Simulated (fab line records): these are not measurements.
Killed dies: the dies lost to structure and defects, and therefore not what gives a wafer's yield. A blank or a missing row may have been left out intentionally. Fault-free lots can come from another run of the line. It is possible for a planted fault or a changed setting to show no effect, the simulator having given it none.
fab line records	flow sky130	part 1 of 2: steps 1 to 25 of 34
[record] lots = 5	wafers = 15	last_day = 47
route steps=708 shown LDD_HVN@276 LDD_HVP@278 LDD_LDN@289 SPACER@304 POLY_CUT@307
lots that met no fault: from a run of the same line without faults
start_h: hours from the record's first day to the start of the lot's first wafer shown	wait_h: time in hours since the lot's previous step	" as in the row above	L1.1+2: one row covering several wafers at once	- either no value or no given start	* or withheld: withheld	< > ~ a bound
route shown NAME@n: a module of which the file shows steps, and the number in the route of the first	usual: mean and standard deviation over wafers with no fault	same: alike in all rows	chamber/n: place in a boat	sites: readings site by site	_std_site: how widely they spread, as a standard deviation	_edge_site: mean of outer sites minus mean of inner sites	radius_mm: for every site, how far away it sits from the centre of the wafer	mask NAME#n: copy n	behind: the last tool/chamber to shape the wafer	hold: why the lot went on hold/how many hours it stayed there/how the hold came to an end	device: the n, p or np transistor that did not switch	end of line: tests of these same wafers at the route's end	a step with no rows: only its recipe	killed: at the first sort, the dies lost to defects and structure; wafer yield is something else	map: a wafer's dies, marking killed ones x, the rest . and places with no die _
set.NAME: the setting as run; set.NAME@STEP: as run at that earlier step	model.NAME: the simulator's own value behind a step, which no gauge read
lots at some steps of the route; a table a step, a row a wafer
services: the hour from which a tool's chamber was out of use, counted from the record's first day as start_h (under 0 if before that day), plus the number of hours and why
[[steps]]
[step SKY_LDD_HVN_STRIP_09]
[recipe] chemistry = O2/N2	power_w = 1400	pressure_mtorr = 1500	platen_temp_c = withheld	o2_flow_sccm = 3000	n2_flow_sccm = 300	overash_fraction = 0.5
[usual] chamber_pressure_mTorr = 1500.2/1.4	drypump_motor_current_A = 5.8/0.66	n2_flow_sccm = 299.9/0.93	oes_product_au = 0.409/0.0047	strip_time_to_endpoint_s = 4.132/0.013
lot.wafer	tool	chamber	start_h	wait_h	chamber_pressure_mTorr	drypump_motor_current_A	n2_flow_sccm	oes_product_au	rf_hours_counter_h	strip_time_to_endpoint_s
L075.3	plasma_asher-01	0	472.84	0.1	1500.4	5.0	299.8	0.399	-	4.114
L075.4	"	1	"	"	1500.2	6.5	300.7	0.410	-	4.132
L075.6	"	0	"	"	1500.8	5.0	299.9	0.411	-	4.126
L079.3	plasma_asher-01	0	507.74	0.1	1499.5	4.9	300.1	0.411	-	4.133
L079.4	"	1	"	"	1501.5	6.5	300.5	0.403	-	4.110
L079.5	"	1	"	"	1501.9	6.5	301.0	0.401	-	4.119
L081.2	plasma_asher-01	0	535.06	0.1	1497.8	4.9	297.2	0.412	11	4.150
L081.3	"	1	"	"	1499.0	6.5	300.8	0.405	-	4.140
L081.4	"	0	"	"	1499.5	5.0	297.4	0.404	-	4.131
L084.1	plasma_asher-01	0	555.56	0.1	1500.7	5.0	301.5	0.406	13	4.108
L084.2	"	1	"	"	1501.2	6.4	299.3	0.408	13	4.136
L084.5	"	0	"	"	1499.9	5.0	301.7	0.417	-	4.131
L085.1	plasma_asher-01	1	560.16	0.1	1501.9	6.4	298.7	0.409	13	4.137
L085.2	"	0	"	"	1499.0	5.0	300.1	0.414	13	4.146
L085.4	"	0	"	"	1499.1	5.0	300.0	0.397	-	4.135
[step SKY_LDD_HVN_TW_MEAS_10]
[usual] LDD_HVN_TW = 1423/7.9
lot.wafer	tool	chamber	start_h	wait_h	LDD_HVN_TW
L075.3	film_metro-04	-	472.93	0.1	1424
L075.4	"	-	"	"	1436
L075.6	"	-	"	"	1426
L079.3	film_metro-04	-	507.82	0.1	1408
L079.4	"	-	"	"	1424
L079.5	"	-	"	"	1403
L081.2	film_metro-01	-	535.17	0.1	1425
L081.3	"	-	"	"	1417
L081.4	"	-	"	"	1420
L084.1	film_metro-04	-	555.66	0.1	1421
L084.2	"	-	"	"	1437
L084.5	"	-	"	"	1425
L085.1	film_metro-04	-	560.26	0.1	1420
L085.2	"	-	"	"	1423
L085.4	"	-	"	"	1427
[step SKY_LDD_HVP_DEHYDRATE_00]
[recipe] temp_c = 200	time_s = 60
[usual] resist_line_temp_C = 23.00/0.11
lot.wafer	tool	chamber	start_h	wait_h	resist_line_temp_C
L075.3	litho_track-02	0	487.21	14.3	23.02
L075.4	"	0	"	"	23.06
L075.6	"	0	"	"	22.88
L079.3	litho_track-03	0	522.87	15.0	22.85
L079.4	"	0	"	"	22.89
L079.5	"	0	"	"	22.99
L081.2	litho_track-01	0	548.90	13.7	23.02
L081.3	"	0	"	"	22.85
L081.4	"	0	"	"	22.98
L084.1	litho_track-01	0	569.97	14.3	23.09
L084.2	"	0	"	"	23.00
L084.5	"	0	"	"	22.98
L085.1	litho_track-01	0	574.27	14.0	23.03
L085.2	"	0	"	"	23.09
L085.4	"	0	"	"	22.92
[step SKY_LDD_HVP_HMDS_01]
[recipe] prime_time_s = 60	prime_temp_c = 120
[usual] prime_temp_c = 119.98/0.12	resist_line_temp_C = 23.01/0.11
[same] prime_time_s = 60
lot.wafer	tool	chamber	start_h	wait_h	prime_temp_c	resist_line_temp_C
L075.3	litho_track-02	0	487.36	0.1	119.99	23.08
L075.4	"	0	"	"	120.19	22.91
L075.6	"	0	"	"	119.84	22.99
L079.3	litho_track-03	0	523.02	0.1	120.04	23.23
L079.4	"	0	"	"	120.04	23.16
L079.5	"	0	"	"	119.95	23.04
L081.2	litho_track-01	0	549.05	0.1	119.79	22.89
L081.3	"	0	"	"	119.85	22.99
L081.4	"	0	"	"	119.94	23.00
L084.1	litho_track-01	0	570.12	0.1	119.85	23.03
L084.2	"	0	"	"	120.06	23.09
L084.5	"	0	"	"	119.94	22.94
L085.1	litho_track-01	0	574.42	0.1	119.94	23.15
L085.2	"	0	"	"	119.91	23.10
L085.4	"	0	"	"	119.90	22.92
[step SKY_LDD_HVP_COAT_02]
[recipe] resist = NOVOLAK	spin_rpm = 3000	resist_thk_nm = 300
[usual] dispense_pressure_kPa = 46/6.1	resist_line_temp_C = 23.00/0.11
lot.wafer	tool	chamber	start_h	wait_h	dispense_pressure_kPa	resist_line_temp_C
L075.3	litho_track-02	0	487.51	0.1	43	23.12
L075.4	"	0	"	"	43	23.15
L075.6	"	0	"	"	43	23.14
L079.3	litho_track-03	0	523.17	0.1	42	22.90
L079.4	"	0	"	"	42	22.98
L079.5	"	0	"	"	42	23.03
L081.2	litho_track-01	0	549.20	0.1	56	23.02
L081.3	"	0	"	"	56	23.13
L081.4	"	0	"	"	56	23.04
L084.1	litho_track-01	0	570.27	0.1	56	23.06
L084.2	"	0	"	"	56	23.04
L084.5	"	0	"	"	56	23.28
L085.1	litho_track-01	0	574.57	0.1	56	23.08
L085.2	"	0	"	"	56	23.01
L085.4	"	0	"	"	56	23.15
[step SKY_LDD_HVP_SOFTBAKE_03]
[recipe] temp_c = 90	time_s = 60	resist = NOVOLAK
[usual] resist_line_temp_C = 22.99/0.09
lot.wafer	tool	chamber	start_h	wait_h	resist_line_temp_C
L075.3	litho_track-02	0	487.66	0.1	22.94
L075.4	"	0	"	"	22.73
L075.6	"	0	"	"	23.10
L079.3	litho_track-03	0	523.32	0.1	23.06
L079.4	"	0	"	"	22.94
L079.5	"	0	"	"	23.05
L081.2	litho_track-01	0	549.35	0.1	22.97
L081.3	"	0	"	"	23.00
L081.4	"	0	"	"	22.98
L084.1	litho_track-01	0	570.42	0.1	22.93
L084.2	"	0	"	"	23.00
L084.5	"	0	"	"	23.06
L085.1	litho_track-01	0	574.72	0.1	22.98
L085.2	"	0	"	"	22.86
L085.4	"	0	"	"	23.14
[step SKY_LDD_HVP_EXPOSE_04]
[recipe] mask_id = HVPTM	na = 0.6	source_shape = conventional	sigma_outer = 0.6	polarization = unpolarized	target_cd_nm = 700	dose_mj = 86
lot.wafer	tool	chamber	start_h	wait_h	mask
L075.3+4+6	iline_stepper-01	0	-	-	HVPTM#0
L079.3+4+5	iline_stepper-02	0	-	-	HVPTM#0
L081.2+3+4	iline_stepper-01	0	-	-	HVPTM#0
L084.1+2+5	iline_stepper-02	0	-	-	HVPTM#0
L085.1+2+4	iline_stepper-02	0	-	-	HVPTM#0
[step SKY_LDD_HVP_PEB_05]
[recipe] temp_c = withheld	time_s = *	resist = NOVOLAK
[usual] resist_line_temp_C = *
lot.wafer	tool	chamber	start_h	wait_h	resist_line_temp_C
L075.3	litho_track-03	0	-	-	*
L075.4	"	0	"	"	*
L075.6	"	0	"	"	*
L079.3	litho_track-02	0	-	-	*
L079.4	"	0	"	"	*
L079.5	"	0	"	"	*
L081.2	litho_track-03	0	-	-	*
L081.3	"	0	"	"	*
L081.4	"	0	"	"	*
L084.1	litho_track-03	0	-	-	*
L084.2	"	0	"	"	*
L084.5	"	0	"	"	*
L085.1	litho_track-02	0	-	-	*
L085.2	"	0	"	"	*
L085.4	"	0	"	"	*
[step SKY_LDD_HVP_DEVELOP_06]
[recipe] resist = NOVOLAK	developer = TMAH	develop_time_s = 60	dev_temp_c = 23
[usual] resist_line_temp_C = 23.01/0.11
lot.wafer	tool	chamber	start_h	wait_h	resist_line_temp_C
L075.3	litho_track-03	0	503.37	0.1	22.91
L075.4	"	0	"	"	22.98
L075.6	"	0	"	"	22.85
L079.3	litho_track-02	0	538.26	0.1	23.14
L079.4	"	0	"	"	23.04
L079.5	"	0	"	"	23.07
L081.2	litho_track-03	0	564.85	0.1	22.98
L081.3	"	0	"	"	22.89
L081.4	"	0	"	"	22.97
L084.1	litho_track-03	0	585.02	0.1	23.05
L084.2	"	0	"	"	23.08
L084.5	"	0	"	"	23.06
L085.1	litho_track-02	0	589.46	0.1	23.00
L085.2	"	0	"	"	23.05
L085.4	"	0	"	"	22.99
[step SKY_LDD_HVP_OVL_MEAS_07]
[usual] LDD_HVP_OVL = 0.8/1.3
lot.wafer	tool	chamber	start_h	wait_h	LDD_HVP_OVL[nm]
L075.3	overlay-02	-	503.48	0.1	-0.5
L075.4	"	-	"	"	-1.3
L075.6	"	-	"	"	0.0
L079.3	overlay-02	-	538.38	0.1	2.6
L079.4	"	-	"	"	3.4
L079.5	"	-	"	"	1.1
L081.2	overlay-01	-	564.98	0.1	0.6
L081.3	"	-	"	"	-0.3
L081.4	"	-	"	"	1.6
L084.1	overlay-01	-	585.17	0.1	0.5
L084.2	"	-	"	"	-1.3
L084.5	"	-	"	"	-0.2
L085.1	overlay-02	-	589.61	0.1	1.0
L085.2	"	-	"	"	1.8
L085.4	"	-	"	"	1.9
[step SKY_LDD_HVP_IMPLANT_08]
[recipe] species = B	energy_kev = 20	dose_cm2 = 1.7e+13	tilt_deg = 17.9
lot.wafer	tool	chamber	start_h	wait_h
L075.3+4+6	implanter-03	0	503.56	0.1
L079.3+4+5	implanter-04	0	538.45	0.1
L081.2+3+4	implanter-03	0	565.03	0.0
L084.1+2+5	implanter-04	0	585.21	0.0
L085.1+2+4	implanter-04	0	589.65	0.0
[step SKY_LDD_HVP_STRIP_09]
[recipe] chemistry = O2/N2	power_w = 1400	pressure_mtorr = 1500	platen_temp_c = withheld	o2_flow_sccm = 3000	n2_flow_sccm = 300	overash_fraction = 0.5
[usual] chamber_pressure_mTorr = 1500.1/1.5	drypump_motor_current_A = 5.7/0.53	n2_flow_sccm = 300.0/0.98	oes_product_au = 0.409/0.0049	strip_time_to_endpoint_s = 4.131/0.015
lot.wafer	tool	chamber	start_h	wait_h	chamber_pressure_mTorr	drypump_motor_current_A	n2_flow_sccm	oes_product_au	rf_hours_counter_h	strip_time_to_endpoint_s
L075.3	plasma_asher-01	1	503.69	0.1	1498.3	6.4	299.8	0.411	-	4.140
L075.4	"	0	"	"	1497.3	4.9	300.2	0.421	-	4.128
L075.6	"	1	"	"	1500.9	6.4	299.3	0.415	-	4.129
L079.3	plasma_asher-02	0	538.58	0.1	1502.1	6.2	298.2	0.405	-	4.121
L079.4	"	1	"	"	1498.0	6.0	300.0	0.410	-	4.137
L079.5	"	1	"	"	1501.3	6.0	299.2	0.412	-	4.126
L081.2	plasma_asher-02	1	565.16	0.1	1499.7	6.0	299.9	0.405	71	4.136
L081.3	"	0	"	"	1499.0	6.2	300.6	0.413	-	4.139
L081.4	"	1	"	"	1500.1	6.0	300.6	0.411	-	4.144
L084.1	plasma_asher-01	0	585.36	0.1	1499.5	5.0	302.1	0.407	16	4.130
L084.2	"	1	"	"	1498.8	6.5	300.1	0.408	16	4.137
L084.5	"	1	"	"	1500.2	6.5	300.4	0.412	-	4.132
L085.1	plasma_asher-02	0	589.80	0.1	1499.0	6.2	298.5	0.418	73	4.135
L085.2	"	1	"	"	1498.5	6.0	301.0	0.408	73	4.146
L085.4	"	1	"	"	1500.1	6.0	301.2	0.416	-	4.136
[step SKY_LDD_HVP_TW_MEAS_10]
[usual] LDD_HVP_TW = 450/3.7
lot.wafer	tool	chamber	start_h	wait_h	LDD_HVP_TW
L075.3	film_metro-03	-	503.78	0.1	449
L075.4	"	-	"	"	449
L075.6	"	-	"	"	449
L079.3	film_metro-03	-	538.67	0.1	449
L079.4	"	-	"	"	449
L079.5	"	-	"	"	452
L081.2	film_metro-03	-	565.27	0.1	445
L081.3	"	-	"	"	445
L081.4	"	-	"	"	447
L084.1	film_metro-01	-	585.46	0.1	459
L084.2	"	-	"	"	457
L084.5	"	-	"	"	456
L085.1	film_metro-01	-	589.90	0.1	456
L085.2	"	-	"	"	458
L085.4	"	-	"	"	456
[step SKY_LDD_LDN_DEHYDRATE_00]
[recipe] temp_c = 200	time_s = 60
[usual] resist_line_temp_C = 22.98/0.11
lot.wafer	tool	chamber	start_h	wait_h	resist_line_temp_C
L075.3	litho_track-02	0	517.76	14.0	23.02
L075.4	"	0	"	"	22.99
L075.6	"	0	"	"	23.10
L079.3	litho_track-02	0	553.41	14.7	23.15
L079.4	"	0	"	"	22.97
L079.5	"	0	"	"	22.87
L081.2	litho_track-03	0	579.05	13.8	22.91
L081.3	"	0	"	"	22.80
L081.4	"	0	"	"	22.91
L084.1	litho_track-02	0	598.51	13.0	23.08
L084.2	"	0	"	"	22.98
L084.5	"	0	"	"	23.09
L085.1	litho_track-04	0	602.72	12.8	23.07
L085.2	"	0	"	"	23.19
L085.4	"	0	"	"	22.97
[step SKY_LDD_LDN_HMDS_01]
[recipe] prime_time_s = 60	prime_temp_c = 120
[usual] prime_temp_c = 119.98/0.16	resist_line_temp_C = 23.00/0.11
[same] prime_time_s = 60
lot.wafer	tool	chamber	start_h	wait_h	prime_temp_c	resist_line_temp_C
L075.3	litho_track-02	0	517.91	0.1	119.95	23.03
L075.4	"	0	"	"	119.75	22.99
L075.6	"	0	"	"	119.99	23.04
L079.3	litho_track-02	0	553.56	0.1	119.81	23.04
L079.4	"	0	"	"	119.88	22.97
L079.5	"	0	"	"	119.87	22.84
L081.2	litho_track-03	0	579.20	0.1	120.31	22.73
L081.3	"	0	"	"	120.17	22.95
L081.4	"	0	"	"	120.24	23.03
L084.1	litho_track-02	0	598.66	0.1	119.98	22.88
L084.2	"	0	"	"	119.98	23.01
L084.5	"	0	"	"	119.90	22.97
L085.1	litho_track-04	0	602.87	0.1	119.98	23.06
L085.2	"	0	"	"	120.26	23.18
L085.4	"	0	"	"	120.06	23.04
[step SKY_LDD_LDN_COAT_02]
[recipe] resist = NOVOLAK	spin_rpm = 3000	resist_thk_nm = 1140
[usual] dispense_pressure_kPa = 47/5.5	resist_line_temp_C = 23.00/0.11
lot.wafer	tool	chamber	start_h	wait_h	dispense_pressure_kPa	resist_line_temp_C
L075.3	litho_track-02	0	518.06	0.1	43	23.11
L075.4	"	0	"	"	43	23.01
L075.6	"	0	"	"	43	23.03
L079.3	litho_track-02	0	553.71	0.1	43	22.84
L079.4	"	0	"	"	43	22.88
L079.5	"	0	"	"	43	22.92
L081.2	litho_track-03	0	579.35	0.1	42	23.04
L081.3	"	0	"	"	42	23.03
L081.4	"	0	"	"	42	23.11
L084.1	litho_track-02	0	598.81	0.1	43	22.88
L084.2	"	0	"	"	43	22.84
L084.5	"	0	"	"	43	22.97
L085.1	litho_track-04	0	603.02	0.1	54	22.92
L085.2	"	0	"	"	54	22.99
L085.4	"	0	"	"	54	22.93
[step SKY_LDD_LDN_SOFTBAKE_03]
[recipe] temp_c = 90	time_s = 61.69	resist = NOVOLAK
[usual] plate_sensor_t_centre_C = 90.757/0.0096	plate_sensor_t_edge_C = 90.830/0.0093	resist_line_temp_C = 22.99/0.11
lot.wafer	tool	chamber	start_h	wait_h	plate_sensor_t_centre_C	plate_sensor_t_edge_C	resist_line_temp_C
L075.3	litho_track-02	0	518.21	0.1	90.758	90.829	22.94
L075.4	"	0	"	"	90.748	90.825	23.01
L075.6	"	0	"	"	90.762	90.817	22.94
L079.3	litho_track-02	0	553.86	0.1	90.765	90.841	23.20
L079.4	"	0	"	"	90.771	90.814	23.12
L079.5	"	0	"	"	90.762	90.818	23.13
L081.2	litho_track-03	0	579.50	0.1	90.760	90.829	22.92
L081.3	"	0	"	"	90.757	90.834	23.08
L081.4	"	0	"	"	90.754	90.830	22.88
L084.1	litho_track-02	0	598.96	0.1	90.749	90.828	22.83
L084.2	"	0	"	"	90.763	90.833	23.07
L084.5	"	0	"	"	90.759	90.820	23.04
L085.1	litho_track-04	0	603.17	0.1	90.742	90.833	23.03
L085.2	"	0	"	"	90.768	90.839	23.05
L085.4	"	0	"	"	90.738	90.820	23.07
[step SKY_LDD_LDN_EXPOSE_04]
[recipe] mask_id = LDNTM	na = 0.6	source_shape = conventional	sigma_outer = 0.6	polarization = unpolarized	target_cd_nm = 700	dose_mj = 140
lot.wafer	tool	chamber	start_h	wait_h	mask
L075.3+4+6	iline_stepper-01	0	-	-	LDNTM#0
L079.3+4+5	iline_stepper-01	0	-	-	LDNTM#0
L081.2+3+4	iline_stepper-01	0	-	-	LDNTM#0
L084.1+2+5	iline_stepper-02	0	-	-	LDNTM#0
L085.1+2+4	iline_stepper-01	0	-	-	LDNTM#0
[step SKY_LDD_LDN_PEB_05]
[recipe] temp_c = withheld	time_s = *	resist = NOVOLAK
[usual] resist_line_temp_C = *
lot.wafer	tool	chamber	start_h	wait_h	resist_line_temp_C
L075.3	litho_track-04	0	-	-	*
L075.4	"	0	"	"	*
L075.6	"	0	"	"	*
L079.3	litho_track-02	0	-	-	*
L079.4	"	0	"	"	*
L079.5	"	0	"	"	*
L081.2	litho_track-02	0	-	-	*
L081.3	"	0	"	"	*
L081.4	"	0	"	"	*
L084.1	litho_track-03	0	-	-	*
L084.2	"	0	"	"	*
L084.5	"	0	"	"	*
L085.1	litho_track-03	0	-	-	*
L085.2	"	0	"	"	*
L085.4	"	0	"	"	*
[step SKY_LDD_LDN_DEVELOP_06]
[recipe] resist = NOVOLAK	developer = TMAH	develop_time_s = 60	dev_temp_c = 23
[usual] resist_line_temp_C = 23.02/0.12
lot.wafer	tool	chamber	start_h	wait_h	resist_line_temp_C
L075.3	litho_track-04	0	533.62	0.1	23.00
L075.4	"	0	"	"	23.02
L075.6	"	0	"	"	23.11
L079.3	litho_track-02	0	568.41	0.1	22.87
L079.4	"	0	"	"	22.99
L079.5	"	0	"	"	23.04
L081.2	litho_track-02	0	594.24	0.1	23.04
L081.3	"	0	"	"	22.95
L081.4	"	0	"	"	23.06
L084.1	litho_track-03	0	612.02	0.1	22.96
L084.2	"	0	"	"	22.92
L084.5	"	0	"	"	22.94
L085.1	litho_track-03	0	616.72	0.1	23.06
L085.2	"	0	"	"	22.93
L085.4	"	0	"	"	23.10
[step SKY_LDD_LDN_OVL_MEAS_07]
[usual] LDD_LDN_OVL = -0.1/1.8
lot.wafer	tool	chamber	start_h	wait_h	LDD_LDN_OVL[nm]
L075.3	overlay-02	-	533.73	0.1	1.7
L075.4	"	-	"	"	1.4
L075.6	"	-	"	"	1.4
L079.3	overlay-02	-	568.53	0.1	0.6
L079.4	"	-	"	"	0.8
L079.5	"	-	"	"	0.3
L081.2	overlay-02	-	594.37	0.1	0.0
L081.3	"	-	"	"	1.5
L081.4	"	-	"	"	0.9
L084.1	overlay-02	-	612.17	0.1	1.7
L084.2	"	-	"	"	0.3
L084.5	"	-	"	"	1.5
L085.1	overlay-02	-	616.87	0.1	0.4
L085.2	"	-	"	"	-1.6
L085.4	"	-	"	"	0.6
[step SKY_LDD_LDN_IMPLANT_08]
[recipe] species = As	energy_kev = 15	dose_cm2 = 1.25e+13	tilt_deg = withheld	rotation_deg = 23
lot.wafer	tool	chamber	start_h	wait_h
L075.3+4+6	implanter-03	0	533.80	0.1
L079.3+4+5	implanter-03	0	568.60	0.1
L081.2+3+4	implanter-03	0	594.43	0.0
L084.1+2+5	implanter-01	0	612.21	0.0
L085.1+2+4	implanter-03	0	616.91	0.0
[step SKY_LDD_LDN_IMPLANT_09]
[recipe] species = As	energy_kev = 15	dose_cm2 = 1.25e+13	tilt_deg = withheld	rotation_deg = 113
lot.wafer	tool	chamber	start_h	wait_h
L075.3+4+6	implanter-03	0	533.95	0.1
L079.3+4+5	implanter-03	0	568.75	0.1
L081.2+3+4	implanter-03	0	594.58	0.1
L084.1+2+5	implanter-01	0	612.36	0.1
L085.1+2+4	implanter-03	0	617.06	0.1
[step SKY_LDD_LDN_IMPLANT_10]
[recipe] species = As	energy_kev = 15	dose_cm2 = 1.25e+13	tilt_deg = withheld	rotation_deg = 203
lot.wafer	tool	chamber	start_h	wait_h
L075.3+4+6	implanter-03	0	534.10	0.1
L079.3+4+5	implanter-03	0	568.90	0.1
L081.2+3+4	implanter-03	0	594.73	0.1
L084.1+2+5	implanter-01	0	612.51	0.1
L085.1+2+4	implanter-03	0	617.21	0.1
[step SKY_LDD_LDN_IMPLANT_11]
[recipe] species = As	energy_kev = 15	dose_cm2 = 1.25e+13	tilt_deg = withheld	rotation_deg = 293
lot.wafer	tool	chamber	start_h	wait_h
L075.3+4+6	implanter-03	0	534.25	0.1
L079.3+4+5	implanter-03	0	569.05	0.1
L081.2+3+4	implanter-03	0	594.88	0.1
L084.1+2+5	implanter-01	0	612.66	0.1
L085.1+2+4	implanter-03	0	617.36	0.1
